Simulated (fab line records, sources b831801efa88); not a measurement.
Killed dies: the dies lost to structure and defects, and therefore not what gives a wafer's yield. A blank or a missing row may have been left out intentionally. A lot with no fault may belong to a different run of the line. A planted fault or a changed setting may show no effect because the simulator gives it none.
Struck lot and sound lot, side by side	flow sky130	16 steps out of a route of 708
Sound: the wafers L420.1, L420.3, L420.6. Wafers struck: L426.1, L426.2, L426.5. The cause is given at the end.
Per side, at each step with rows, come the tool, then ch with its chambers, and then its first start. Under that, the readings that differ: sound wafers	struck wafers	difference of the means	sigmas: that difference in standard deviations of wafers without a fault.
alike: same words and numbers on both sides, and readings whose means sit less than 2 such deviations apart. not compared: any withheld reading, any reading some wafer has no value for, any bound like >300 that may hide the same value, and any number with overlapping values for which the record gives no deviation.
The two part at a step that has a row with sigmas, a row that says differs or no value, or rows on one side only. Non-overlapping numbers with no deviation appear without sigmas and do not part them. Lack of a reading on every wafer of one side parts them only where that side has two or more wafers.

first, 1 step without rows for these wafers: SKY_POLY_CUT_DEVELOP_07 (develop time 60 s).
SKY_POLY_CUT_CD_MEAS_08: target cd 270 nm.
  sound on cd-sem-02, day 29 10:43; struck on cd-sem-02, day 31 07:05
  alike: cd-nm
SKY_POLY_CUT_OVL_MEAS_09:
  sound on overlay-02, day 29 10:50; struck on overlay-02, day 31 07:13
reading	sound	struck	difference	sigmas
POLY_CUT_OVL (nm)	-7 -5 -6	12 5 8	+14	+3
SKY_POLY_CUT_ETCH_10: etches BARC in N2/H2, stops on SiO2, time 45.9 s, target depth 60 nm.
  sound on rie-diel-03 ch 0,1,2, day 29 10:52; struck on rie-diel-02 ch 0,3, day 31 07:15
  alike: bias-w, drypump-motor-current-A, oes-product-au, throttle-valve-pct
  not compared: rf-hours-counter-h
SKY_POLY_CUT_ETCH_11: etches Si3N4 in CF4/CH2F2/Ar, stops on poly-Si, time 42.5 s, target depth 60 nm.
  sound on rie-diel-03 ch 0,1,2, day 29 10:55; struck on rie-diel-02 ch 0,3, day 31 07:17
  alike: bias-w, drypump-motor-current-A, oes-product-au, throttle-valve-pct
  not compared: rf-hours-counter-h
SKY_POLY_CUT_STRIP_12: strips in O2/N2.
  sound on plasma-asher-01 ch 0,1, day 29 10:58; struck on plasma-asher-04 ch 0,1, day 31 07:20
  alike: drypump-motor-current-A, oes-product-au, strip-time-to-endpoint-s
  not compared: rf-hours-counter-h
then, 6 steps without rows for these wafers: SKY_SD_P_DEHYDRATE_00 (time 60 s); SKY_SD_P_HMDS_01 (prime time 60 s); SKY_SD_P_COAT_02 (resist thk 1140 nm); SKY_SD_P_SOFTBAKE_03 (time 60 s); SKY_SD_P_EXPOSE_04 (exposes mask PSDM, target cd 380 nm); SKY_SD_P_PEB_05.
SKY_SD_P_DEVELOP_06: develop time 60 s.
  sound on litho-track-04 ch 0, day 30 12:46; struck on litho-track-04 ch 0, day 32 10:07
reading	sound	struck	difference	sigmas
developer-temp-C (C)	23.15 23.03 23.17	20.72 20.75 20.62	-2.42	-26
SKY_SD_P_CD_MEAS_07: target cd 380 nm.
  sound on cd-sem-02, day 30 12:55; struck on cd-sem-01, day 32 10:16
reading	sound	struck	difference	sigmas
cd-nm (nm)	379.3 381.4 379.4	385.4 386.6 385.8	+5.9	+2
SKY_SD_P_OVL_MEAS_08:
  sound on overlay-01, day 30 13:02; struck on overlay-02, day 32 10:23
  alike: SD_P_OVL
SKY_PAD_OPEN_PROBE_99:
  the record holds rows for the sound wafers here (prober-02, day 49 07:14) but none for the struck ones

== WHERE THEY PART ==
Last at SKY_PAD_OPEN_PROBE_99 as far as this record goes, first at SKY_POLY_CUT_OVL_MEAS_09.

WHY: the cause the simulator had injected
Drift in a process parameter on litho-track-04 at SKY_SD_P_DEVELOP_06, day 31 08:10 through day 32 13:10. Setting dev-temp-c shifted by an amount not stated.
